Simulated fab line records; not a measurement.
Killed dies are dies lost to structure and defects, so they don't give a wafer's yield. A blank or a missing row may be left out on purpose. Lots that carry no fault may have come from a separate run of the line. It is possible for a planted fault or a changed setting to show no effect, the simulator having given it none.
Problem report in the 8D (eight disciplines) form, filled by code || flow gf180mcu || the parts of the form that need people (team, actions taken, sign-off) are left out

## 1. WHAT WENT WRONG
oes_product_au at GF_STI_ETCH_14 reads a mean of 0.696 a.u. on 6 wafers of 2 lots; wafers without a fault read 1.000 a.u. with a standard deviation of 0.016. That is -19 standard deviations from the usual mean.
The step: etches Si in HBr/Cl2/O2, target depth 360 nm, time 102.9 s.
Earliest sighting: wafer L504.1 on rie_si-02 at day 4 11:07. The record has a number at this step for 36 wafers belonging to 12 lots. The rule behind "out" and "out of limits": a value lying over 4 standard deviations away from the usual mean. All remaining wafers that have a number are taken as sound.

## 2. WHAT IT IS; WHAT IT IS NOT
{"question": "which readings at this step", "is": "oes_product_au, throttle_valve_pct", "is not": "drypump_motor_current_A"}
{"question": "which lots", "is": "L504, L505", "is not": "L493, L494, L495, L496, L503, L510, L511, L513, L514, L516"}
{"question": "which wafers of those lots", "is": "all that have a number", "is not": "-"}
{"question": "read on which tools", "is": "rie_si-02", "is not": "rie_si-01"}
{"question": "when", "is": "from day 4 11:07", "is not": "up to then (15 sound wafers); but 15 sound wafers of L510, L511, L513, L514, L516 came after"}

## 3. WHAT RULES OUT EACH SUSPECT
Counting: any tool at a process step up to the reading is kept as a suspect provided that every lot that is out went through it and no sound lot did after the first of them.
- rie_si-02 at GF_STI_ETCH_14 (etches Si in HBr/Cl2/O2, target depth 360 nm, time 102.9 s): kept. It processed each lot that is out, first L504 at day 4 11:07, and no sound lot thereafter; up to then, the last sound lot it processed was L503 at day 4 05:54. Its own oes_product_au, throttle_valve_pct readings are out on those wafers.
Left after counting: rie_si-02 at GF_STI_ETCH_14.

## 4. THE CAUSE (what the simulator had put in)
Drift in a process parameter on rie_si-02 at GF_STI_ETCH_14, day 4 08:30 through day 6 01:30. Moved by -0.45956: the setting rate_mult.
Counting left only this tool.

## 5. SEQUENCE OF EFFECTS, ordered by route
One row per reading whose mean, taken over the struck wafers that have a number, lies over 3 standard deviations from the usual. Only readings whose record carries a usual standard deviation are examined. hours: median over the lots of the time between each lot's start at the first step of this table that gives one and its start at this step. sigmas: the change, counted in usual standard deviations.
{"hours": 0, "step": "GF_STI_ETCH_14", "reading": "oes_product_au", "usual": "1.000 a.u.", "on struck wafers": 0.696, "change": -0.304, "sigmas": -19}
{"hours": 0, "step": "GF_STI_ETCH_14", "reading": "throttle_valve_pct", "usual": "25.658 %", "on struck wafers": 25.862, "change": "+0.204", "sigmas": "+15"}
{"hours": 0, "step": "GF_STI_STRIP_15", "reading": "oes_product_au", "usual": "0.385 a.u.", "on struck wafers": 0.407, "change": "+0.022", "sigmas": "+4.2"}
{"hours": 0, "step": "GF_STI_STRIP_15", "reading": "strip_time_to_endpoint_s", "usual": "3.74 s", "on struck wafers": 4.32, "change": "+0.58", "sigmas": "+9.8"}
Here are the process steps it includes:
- GF_STI_ETCH_14: etches Si in HBr/Cl2/O2, target depth 360 nm, time 102.9 s.
- GF_STI_STRIP_15: strips in O2/N2.
At these later measuring or inspecting steps, every struck wafer for which the step has a row has a number for every such reading, and none has moved that far: GF_VT_IMPLANT_TW_MEAS_32, GF_PSD_RS_MEAS_14, GF_PSD_RS_MEAS_15.

## 6. WHAT WOULD HAVE CAUGHT IT SOONER
In this record no reading fell out of limits until day 4 11:07, 3 hours after the fault had begun at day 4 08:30.
